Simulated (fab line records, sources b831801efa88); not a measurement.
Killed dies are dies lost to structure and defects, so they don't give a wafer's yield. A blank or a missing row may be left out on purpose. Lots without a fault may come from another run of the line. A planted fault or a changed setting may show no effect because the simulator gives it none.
fab line records | flow gf180mcu
record lots=6 wafers=18 last_day=34
route steps=602 shown V4@487
lots that met no fault: from a run of the same line without faults
start_h: hours from the record's first day to the start of the lot's first wafer shown | wait_h: hours since the lot's step before | " the same as in the row above | L1.1+2: a row that stands for several wafers | - no value, or no start given | * or withheld: withheld | < > ~ a bound
route shown NAME@n: a module of which the file shows steps, and the number in the route of the first | usual: mean/standard deviation of fault-free wafers | same: alike in all rows | chamber/n: place in a boat | sites: the reading at each site | _std_site: their standard deviation | _edge_site: outer sites' mean less inner sites' | radius_mm: how far each site lies from the wafer's centre | mask NAME#n: copy n | behind: the tool/chamber that last shaped the wafer | hold: why the lot was held/for how many hours/how that ended | device: the transistor (n, p or np) that didn't switch | end of line: the same wafers' tests at the end of the route | a step without rows: its recipe alone | killed: dies lost to structure and defects at the first sort, not the wafer's yield | map: a wafer's dies, x killed, . not, _ none there
set.NAME: the setting as run; set.NAME@STEP: as run at that earlier step | model.NAME: the simulator's own value behind a step, which no gauge read
lots at some steps of the route; a table a step, a row a wafer
services: from which hour (start_h, from the record's first day; less than 0 if before it) a tool's chamber was out of use, for how many hours, and why
## steps
# step GF_V4_EXPOSE_11
# recipe mask_id=Via4 target_cd_nm=260 na=0.68 source_shape=conventional sigma_outer=0.6 dose_mj=38
# step GF_V4_PEB_12
# recipe peb_temp_c=135 peb_time_s=90 resist=KrF
# step GF_V4_DEVELOP_13
# recipe develop_time_s=60 resist=KrF dev_temp_c=21
# step GF_V4_CD_MEAS_14
# recipe target_cd_nm=260
# usual cd_nm=259.9/1.3
# columns lot.wafer tool chamber start_h wait_h cd_nm
L468.2 cd_sem-01 - 636.23 0.1 257.0
L468.3 " - " " 257.3
L468.5 " - " " 258.4
L470.1 cd_sem-01 - 646.94 0.1 259.3
L470.5 " - " " 260.0
L470.6 " - " " 259.6
L471.2 cd_sem-01 - 653.38 0.1 260.8
L471.3 " - " " 261.3
L471.6 " - " " 260.5
L472.3 cd_sem-02 - 669.83 0.1 260.8
L472.4 " - " " 260.3
L472.5 " - " " 260.7
L478.1 cd_sem-02 - 713.34 0.1 259.6
L478.3 " - " " 260.1
L478.4 " - " " 260.2
L482.1 cd_sem-01 - 730.26 0.1 259.9
L482.4 " - " " 259.5
L482.5 " - " " 260.2
# step GF_V4_OVL_MEAS_15
# usual V4_OVL=-1/6.9
# columns lot.wafer tool chamber start_h wait_h V4_OVL[nm]
L468.2 overlay-01 - 636.33 0.1 -5
L468.3 " - " " 3
L468.5 " - " " 0
L470.1 overlay-01 - 647.06 0.1 1
L470.5 " - " " 12
L470.6 " - " " 2
L471.2 overlay-02 - 653.49 0.1 -4
L471.3 " - " " 2
L471.6 " - " " -12
L472.3 overlay-02 - 669.92 0.1 -9
L472.4 " - " " -8
L472.5 " - " " 5
L478.1 overlay-02 - 713.46 0.1 -4
L478.3 " - " " -9
L478.4 " - " " -1
L482.1 overlay-01 - 730.38 0.1 1
L482.4 " - " " 0
L482.5 " - " " 1
# step GF_V4_ETCH_16
# recipe chemistry=N2/H2 target_depth_a=withheld overetch_a=withheld time_s=withheld target=BARC ion_energy_ev=200 source_w=500 bias_w=100 pressure_mtorr=30 n2_flow_sccm=100 h2_flow_sccm=200
# usual chamber_pressure_mTorr=29.999/0.027 drypump_motor_current_A=5.8/0.39 oes_product_au=0.854/0.0046 rf_fwd_power_W=494.7/2 throttle_valve_pct=13.225/0.0085
# columns lot.wafer tool chamber start_h wait_h chamber_pressure_mTorr drypump_motor_current_A oes_product_au rf_fwd_power_W throttle_valve_pct
L468.2 rie_diel-04 2 636.36 0.0 30.060 5.6 0.862 495.7 13.224
L468.3 " 0 " " 29.977 5.1 0.855 494.7 13.227
L468.5 " 1 " " 29.988 6.3 0.854 496.1 13.229
L470.1 rie_diel-01 3 647.09 0.0 30.039 6.2 0.849 492.9 13.214
L470.5 " 1 " " 29.990 6.1 0.850 494.0 13.239
L470.6 " 2 " " 29.925 5.3 0.852 491.0 13.232
L471.2 rie_diel-01 1 653.52 0.0 30.011 6.1 0.851 495.8 13.226
L471.3 " 0 " " 29.991 5.5 0.855 497.5 13.235
L471.6 " 0 " " 29.982 5.5 0.856 496.1 13.222
L472.3 rie_diel-01 3 669.94 0.0 29.964 6.2 0.850 494.5 13.222
L472.4 " 2 " " 29.998 5.3 0.851 492.1 13.236
L472.5 " 2 " " 29.980 5.3 0.854 493.0 13.212
L478.1 rie_diel-03 0 713.49 0.0 29.971 5.7 0.850 496.0 13.231
L478.3 " 1 " " 29.978 5.8 0.848 495.3 13.224
L478.4 " 3 " " 29.980 5.6 0.848 496.7 13.224
L482.1 rie_diel-04 0 730.42 0.0 29.988 5.1 0.851 495.3 13.229
L482.4 " 3 " " 30.013 6.0 0.848 493.8 13.213
L482.5 " 2 " " 30.022 5.5 0.858 497.9 13.227
# step GF_V4_ETCH_17
# recipe chemistry=C4F8/O2/Ar mask_material=KrF target=SiO2 stop_on=TiN source_w=1500 bias_w=1200 pressure_mtorr=40 c4f8_flow_sccm=withheld O2_flow_sccm=6 Ar_flow_sccm=300 time_s=withheld target_depth_a=6300
# usual chamber_pressure_mTorr=39.99/0.038 oes_product_au=0.856/0.0047 rf_fwd_power_W=1492/4.9
# columns lot.wafer tool chamber start_h wait_h chamber_pressure_mTorr oes_product_au rf_fwd_power_W
L468.2 rie_diel-04 2 - - 39.94 0.850 1490
L468.3 " 0 " " 40.00 0.859 1498
L468.5 " 1 " " 39.98 0.849 1494
L470.1 rie_diel-01 3 - - 39.94 0.857 1493
L470.5 " 1 " " 39.99 0.849 1493
L470.6 " 2 " " 39.99 0.855 1484
L471.2 rie_diel-01 1 - - 39.96 0.852 1489
L471.3 " 0 " " 39.98 0.863 1492
L471.6 " 0 " " 40.00 0.855 1496
L472.3 rie_diel-01 3 - - 40.00 0.863 1497
L472.4 " 2 " " 39.99 0.857 1494
L472.5 " 2 " " 39.92 0.866 1490
L478.1 rie_diel-03 0 - - 40.02 0.857 1492
L478.3 " 1 " " 39.99 0.860 1491
L478.4 " 3 " " 39.95 0.858 1496
L482.1 rie_diel-04 0 - - 40.03 0.852 1493
L482.4 " 3 " " 40.01 0.854 1493
L482.5 " 2 " " 40.00 0.854 1502
# step GF_V4_STRIP_18
# recipe chemistry=O2/N2 power_w=1400 pressure_mtorr=1500 platen_temp_c=250 o2_flow_sccm=3000 n2_flow_sccm=300 overash_fraction=0.5
# usual chamber_pressure_mTorr=1500.1/1.4 drypump_motor_current_A=5.8/0.52 heater_power_w=326/58 oes_product_au=0.592/0.0048
# columns lot.wafer tool chamber start_h wait_h chamber_pressure_mTorr drypump_motor_current_A heater_power_w oes_product_au rf_hours_counter_h
L468.2 plasma_asher-03 1 636.49 - 1500.0 6.5 337 0.597 106
L468.3 " 1 " " 1500.6 6.5 337 0.595 -
L468.5 " 0 " " 1500.2 5.9 441 0.598 -
L470.1 plasma_asher-03 0 647.22 - 1500.1 5.9 444 0.595 107
L470.5 " 1 " " 1502.3 6.5 331 0.588 -
L470.6 " 0 " " 1499.7 6.0 454 0.599 -
L471.2 plasma_asher-03 0 653.65 - 1501.4 6.0 445 0.594 108
L471.3 " 0 " " 1501.3 5.9 442 0.594 -
L471.6 " 0 " " 1502.0 6.0 444 0.581 -
L472.3 plasma_asher-01 0 670.11 - 1500.4 5.6 268 0.589 -
L472.4 " 1 " " 1500.1 4.9 292 0.589 -
L472.5 " 0 " " 1498.6 5.5 267 0.592 -
L478.1 plasma_asher-02 1 713.62 - 1499.7 5.5 298 0.599 63
L478.3 " 0 " " 1501.1 6.2 318 0.596 -
L478.4 " 1 " " 1500.9 5.5 296 0.589 -
L482.1 plasma_asher-02 0 730.55 - 1500.3 6.2 310 0.596 64
L482.4 " 0 " " 1499.2 6.2 321 0.597 -
L482.5 " 1 " " 1500.1 5.5 300 0.590 -
# step GF_V4_STRIP_19
# recipe chemistry=post_etch_residue_remover time_s=1200 temp_c=72.5
# step GF_V4_CLEAN_20
# recipe chemistry=DIW dry=n2_spin
# step GF_V4_SPUTTER_21
# recipe material=Ti target_thk_nm=15 chamber_pressure_pa=5 power_w=2500 substrate_temp_c=200 time_s=80.02
# usual throttle_valve_pct=29.8/0.97
# columns lot.wafer tool chamber start_h wait_h throttle_valve_pct
L468.2 pvd_sputter-04 - 637.03 0.0 29.9
L468.3 " - " " 29.2
L468.5 " - " " 31.4
L470.1 pvd_sputter-01 - 648.17 0.0 29.9
L470.5 " - " " 29.8
L470.6 " - " " 30.2
L471.2 pvd_sputter-02 - 654.32 0.0 28.6
L471.3 " - " " 28.6
L471.6 " - " " 28.6
L472.3 pvd_sputter-01 - 670.61 0.0 28.7
L472.4 " - " " 30.1
L472.5 " - " " 31.5
L478.1 pvd_sputter-01 - 714.20 0.0 29.8
L478.3 " - " " 31.3
L478.4 " - " " 28.8
L482.1 pvd_sputter-02 - 731.09 0.0 29.8
L482.4 " - " " 28.5
L482.5 " - " " 28.6
# step GF_V4_SPUTTER_22
# recipe material=TiN target_thk_nm=10 chamber_pressure_pa=5 power_w=4000 time_s=40
# usual throttle_valve_pct=29.8/0.98
# columns lot.wafer tool chamber start_h wait_h throttle_valve_pct
L468.2 pvd_sputter-04 - 637.09 0.0 29.5
L468.3 " - " " 29.1
L468.5 " - " " 31.3
L470.1 pvd_sputter-01 - 648.23 0.0 29.8
L470.5 " - " " 30.1
L470.6 " - " " 29.8
L471.2 pvd_sputter-02 - 654.38 0.0 28.6
L471.3 " - " " 28.7
L471.6 " - " " 28.4
L472.3 pvd_sputter-01 - 670.67 0.0 28.6
L472.4 " - " " 30.0
L472.5 " - " " 31.3
L478.1 pvd_sputter-01 - 714.26 0.0 29.9
L478.3 " - " " 31.2
L478.4 " - " " 28.7
L482.1 pvd_sputter-02 - 731.15 0.0 29.6
L482.4 " - " " 28.9
L482.5 " - " " 28.4
# step GF_V4_CVD_23
# recipe material=W target_thk_nm=350 time_s=104.9 temp_c=400 pressure_torr=40
# usual heater_power_w=852/72
# columns lot.wafer tool chamber start_h wait_h heater_power_w model.W_of_V4_CVD_23.thk_nm
L468.2 cvd_w-02 1 637.13 0.0 913 345.4
L468.3 " 0 " " 867 350.9
L468.5 " 1 " " 934 344
L470.1 cvd_w-02 1 648.27 0.0 928 346
L470.5 " 0 " " 848 348.8
L470.6 " 1 " " 907 344.4
L471.2 cvd_w-02 1 654.42 0.0 912 350.3
L471.3 " 1 " " 933 352.5
L471.6 " 0 " " 866 341.9
L472.3 cvd_w-02 0 670.74 0.1 880 349.2
L472.4 " 1 " " 912 342.7
L472.5 " 1 " " 912 351
L478.1 cvd_w-01 1 714.30 0.0 826 359.6
L478.3 " 1 " " 832 357.5
L478.4 " 0 " " 721 347.6
L482.1 cvd_w-01 1 731.19 0.0 844 363.3
L482.4 " 0 " " 703 351
L482.5 " 0 " " 705 353.4
# step GF_V4_RS_MEAS_24
# recipe thk_meas_gauge=four-point-probe reads=W_of_V4_CVD_23+TiN_of_V4_SPUTTER_22+Ti_of_V4_SPUTTER_21
# usual V4_W_RS=0.326/0.0048
# columns lot.wafer tool chamber start_h wait_h V4_W_RS[ohm/sq]
L468.2 film_metro-02 - 637.26 0.1 0.332
L468.3 " - " " 0.327
L468.5 " - " " 0.334
L470.1 film_metro-04 - 648.38 0.1 0.331
L470.5 " - " " 0.329
L470.6 " - " " 0.333
L471.2 film_metro-03 - 654.56 0.1 0.326
L471.3 " - " " 0.324
L471.6 " - " " 0.334
L472.3 film_metro-04 - 670.86 0.1 0.328
L472.4 " - " " 0.334
L472.5 " - " " 0.326
L478.1 film_metro-03 - 714.41 0.1 0.318
L478.3 " - " " 0.321
L478.4 " - " " 0.329
L482.1 film_metro-04 - 731.30 0.1 0.315
L482.4 " - " " 0.326
L482.5 " - " " 0.324
## services
# columns tool chamber start_h hours kind
plasma_asher-03 - 619.60 0.3 repair
rie_diel-04 3 623.31 42.4 repair
cvd_w-01 - 639.48 0.8 repair
plasma_asher-01 - 650.32 5.0 repair
plasma_asher-01 - 651.49 1.4 repair
pvd_sputter-04 - 652.13 1.0 repair
rie_diel-04 2 652.66 5.7 repair
rie_diel-04 2 660.50 5.2 repair
rie_diel-03 - 677.10 0.2 repair
cvd_w-02 1 680.63 2.9 repair
rie_diel-04 1 687.84 4.3 repair
rie_diel-04 - 693.74 2.3 repair
rie_diel-01 2 698.95 2.8 repair
rie_diel-01 0 705.33 9.0 repair
pvd_sputter-04 3 714.43 - consumable_replace:kit
pvd_sputter-04 3 714.43 18.0 scheduled_down
pvd_sputter-04 3 714.43 18.0 vent_cycle
rie_diel-03 3 715.05 10.3 repair
## key
first_sign none at tools or gauges
model_effect step=GF_V4_CVD_23 value=W_of_V4_CVD_23.thk_nm without=352.6 struck=342.3
met_at GF_V4_CVD_23
struck_wafers L471.6,L472.4
onset_between 648.27 654.42
fault kind=process_parameter_drift tool=cvd_w-02 chamber=- onset_h=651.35 steps=GF_V4_CVD_23 channel=target_thk_nm offset=-10.358 shape=step end_h=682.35 scope=struck_wafers_only acts_in=these_recipes_only stated=350
